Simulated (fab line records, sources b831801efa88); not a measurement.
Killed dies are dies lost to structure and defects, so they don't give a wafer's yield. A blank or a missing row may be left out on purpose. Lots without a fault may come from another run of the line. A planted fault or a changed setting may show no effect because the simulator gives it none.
A struck lot beside a sound one | flow sky130 | 35 steps out of a route of 708
Sound: wafers L367.2, L367.3, L367.6. Struck: wafers L372.2, L372.4, L372.5. The cause comes at the end.
At each step with rows: each side's tool, then ch and its chambers, then its first start. Under that, the readings that differ: sound wafers | struck wafers | difference of the means | sigmas: that difference in standard deviations of wafers without a fault.
alike: readings whose means differ by less than 2 such deviations, and words and numbers that are the same on both sides. not compared: withheld readings, readings that some wafer has no value for, bounds like >300 that may hide the same value, and numbers for which the record gives no deviation and whose values overlap.
The two part at a step that has a row with sigmas, a row that says differs or no value, or rows on one side only. Numbers that don't overlap but have no deviation are shown without sigmas and don't part them. A reading that every wafer of one side lacks parts them only if that side has two wafers or more.

first, 10 steps without rows for these wafers: SKY_VIA1_ETCH_14 (etches BARC in N2/H2, stops on SiO2, time 45.9 s, target depth 60 nm); SKY_VIA1_ETCH_15 (etches SiO2 in C4F8/O2/Ar, stops on TiN, target depth 351 nm, time 54 s); SKY_VIA1_STRIP_16 (strips in O2/N2); SKY_VIA1_STRIP_17 (strips in post etch residue remover, time 1200 s); SKY_VIA1_CLEAN_18 (cleans in IPA, time 180 s); SKY_VIA1_CLEAN_19 (cleans in O3/DIW); SKY_VIA1_SPUTTER_20 (material TiN, target thk 20 nm, time 80 s); SKY_VIA1_CVD_21 (deposits W, target thk 270 nm, time 80.902 s); SKY_VIA1_CMP_24 (polishes, stops on SiO2, t overpolish 15 s, target thk 0 nm); SKY_METAL2_SPUTTER_00 (material Ti, target thk 15 nm, time 10 s).
SKY_METAL2_SPUTTER_01: material TiN, target thk 20 nm, time 16.7 s.
  sound on pvd_sputter-01, day 36 07:31; struck on pvd_sputter-01, day 37 10:19
  alike: throttle_valve_pct
then, 23 steps without rows for these wafers: SKY_METAL2_SPUTTER_02 (material AlCu, target thk 250 nm, time 13.3 s); SKY_METAL2_SPUTTER_03 (material Ti, target thk 5 nm, time 3.3 s); SKY_METAL2_SPUTTER_04 (material TiN, target thk 70 nm, time 58.3 s); SKY_METAL2_DEHYDRATE_07 (time 60 s); SKY_METAL2_HMDS_08 (prime time 60 s); SKY_METAL2_COAT_09 (resist thk 60 nm); SKY_METAL2_COAT_10 (resist thk 450 nm); SKY_METAL2_SOFTBAKE_11 (time 90 s); SKY_METAL2_EXPOSE_12 (exposes mask MM2, target cd 140 nm); SKY_METAL2_PEB_13; SKY_METAL2_DEVELOP_14 (develop time 60 s); SKY_METAL2_DESCUM_17 (chemistry O2, time 8 s); SKY_METAL2_ETCH_18 (etches BARC in N2/H2, stops on SiO2, time 45.9 s, target depth 60 nm); SKY_METAL2_METAL_ETCH_19 (etches the open film in Cl2/BCl3, stops on SiO2, target depth 360 nm, time 78 s); SKY_METAL2_STRIP_20 (strips in O2/N2); SKY_METAL2_STRIP_21 (strips in post etch residue remover, time 1200 s); SKY_METAL2_CLEAN_22 (cleans in IPA, time 180 s); SKY_METAL2_CLEAN_23 (cleans in O3/DIW); SKY_VIA2_HDPCVD_00 (deposits SiO2, target thk 1180 nm, time 196.7 s); SKY_VIA2_CMP_02 (polishes SiO2); SKY_VIA2_DEHYDRATE_04 (time 60 s); SKY_VIA2_HMDS_05 (prime time 60 s); SKY_VIA2_COAT_06 (resist thk 60 nm).
-- the record jumps here: 11 days lie between the struck wafers' starts before and after (it left off in module VIA2 and takes up again in module PAD_OPEN, whose first step shown is number 708 of the route) --
SKY_PAD_OPEN_PROBE_99:
  sound on prober-01, day 47 16:04; struck on prober-02, day 48 12:38
  reading                               | sound               | struck                                                                     | difference                   | sigmas
  hold                                  | - - -               | await_dispo/1.7h/release await_dispo/1.7h/release await_dispo/1.7h/release | no value on the sound wafers |
  defect_limited_yield (%)              | 82.3 83.5 85.4      | 74.4 75.0 75.4                                                             | -8.8                         | -4
  killed_at_M0_to_M3                    | 38 45 27            | 85 93 82                                                                   | +50                          | +7
  killed_dies                           | 87 81 72            | 126 123 121                                                                | +43                          | +4
  sort_bin_3_pad_short (%)              | 1.4 0.4 0.6         | 2.6 2.2 1.8                                                                | +1.4                         | +3
  sort_bin_5_function (%)               | 8.9 10.0 7.1        | 15.7 16.5 15.4                                                             | +7.2                         | +5
  sort_n_pass                           | 405 411 420         | 366 369 371                                                                | -43                          | -4
  sort_yield_pct (%)                    | 82.3 83.5 85.4      | 74.4 75.0 75.4                                                             | -8.8                         | -4
  model.etest.tester.sort_n_pass        | 405 411 420         | 366 369 371                                                                | -43                          |
  model.etest.tester.sort_yield_pct (%) | 82.32 83.54 85.37   | 74.39 75 75.41                                                             | -8.81                        |
  model.etest.tester.sort_bin_5_pct (%) | 8.943 9.959 7.114   | 15.65 16.46 15.45                                                          | +7.18                        |
  model.etest.tester.sort_bin_3_pct (%) | 1.423 0.4065 0.6098 | 2.642 2.236 1.829                                                          | +1.423                       |
  alike: killed_at_M4_up, killed_at_contacts, killed_at_front_end, killed_at_other, killed_open, killed_short, sort_bin_6_memory

WHERE THEY PART
Only at SKY_PAD_OPEN_PROBE_99, within this record.

WHY: what the simulator had put in
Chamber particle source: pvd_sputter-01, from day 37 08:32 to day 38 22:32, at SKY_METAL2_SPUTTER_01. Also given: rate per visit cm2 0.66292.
